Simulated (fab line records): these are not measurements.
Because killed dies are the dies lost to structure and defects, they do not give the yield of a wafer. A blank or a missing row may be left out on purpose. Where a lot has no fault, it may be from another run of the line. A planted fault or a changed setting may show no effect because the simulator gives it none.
2 desks looking at one fault -- flow sfq_line -- numbers are kept per desk, each desk with only its own; the story behind them comes last

## AT THE METROLOGY DESK
Lot by lot, what the gauges showed, no matter which tool ran the lot: averages of those sampled wafers that carry a number. If a lot's mean is further than 4 standard deviations from the usual mean, the lot is out of limits and carries the mark OUT (the distance appears in the brackets).
Columns: A = M6_NB_RS at SFQ_M6_RS_MEAS_938, usual 0.887 ohm/sq; B = M6_OVL at SFQ_M6_OVL_MEAS_940, usual 2 nm
lot,first seen here,A,B
L601,day 58 17:47,0.883,6
L605,day 59 07:16,0.879,0
L611,day 69 15:46,0.879,2
L618,day 71 14:17,0.887,6
L619,day 71 21:23,0.886,2
L623,day 72 07:01,0.877,1
L624,day 72 08:10,0.884,9
Finding of this desk: none of the 7 lots has anything out of limits.

## DESK OF THE TOOL OWNER: rie_metal-02
The tool's own readings at SFQ_TRILAYER_M6_BARC_OPEN_METAL_ETCH_206 (etches BARC in O2, target depth 125 nm, time 41.7 s): means of the sampled wafers that have a number, for each lot that ran on this tool. If a lot's mean is further than 4 standard deviations from the usual mean, the lot is out of limits and carries the mark OUT (the distance appears in the brackets).
Columns: A = drypump_motor_current_A at SFQ_TRILAYER_M6_BARC_OPEN_METAL_ETCH_206, usual 5.8 A; B = he_backside_leak_sccm at SFQ_TRILAYER_M6_BARC_OPEN_METAL_ETCH_206, usual 3.53 sccm; C = oes_product_au at SFQ_TRILAYER_M6_BARC_OPEN_METAL_ETCH_206, usual 0.685 a.u.
lot,first seen here,A,B,C
L605,day 64 02:14,6.6,3.47,0.683
L618,day 75 00:37,6.2,3.60,0.686
L619,day 75 09:04,6.2,3.58,0.683
L623,day 75 20:38,6.0,3.88,0.688
Finding of this desk: none of the 4 lots has anything out of limits.

## ALL TOGETHER
Metrology desk: nothing out of limits seen.
The tool owner's desk saw nothing out of limits.

## WHAT HAD BEEN PUT IN BY THE SIMULATOR
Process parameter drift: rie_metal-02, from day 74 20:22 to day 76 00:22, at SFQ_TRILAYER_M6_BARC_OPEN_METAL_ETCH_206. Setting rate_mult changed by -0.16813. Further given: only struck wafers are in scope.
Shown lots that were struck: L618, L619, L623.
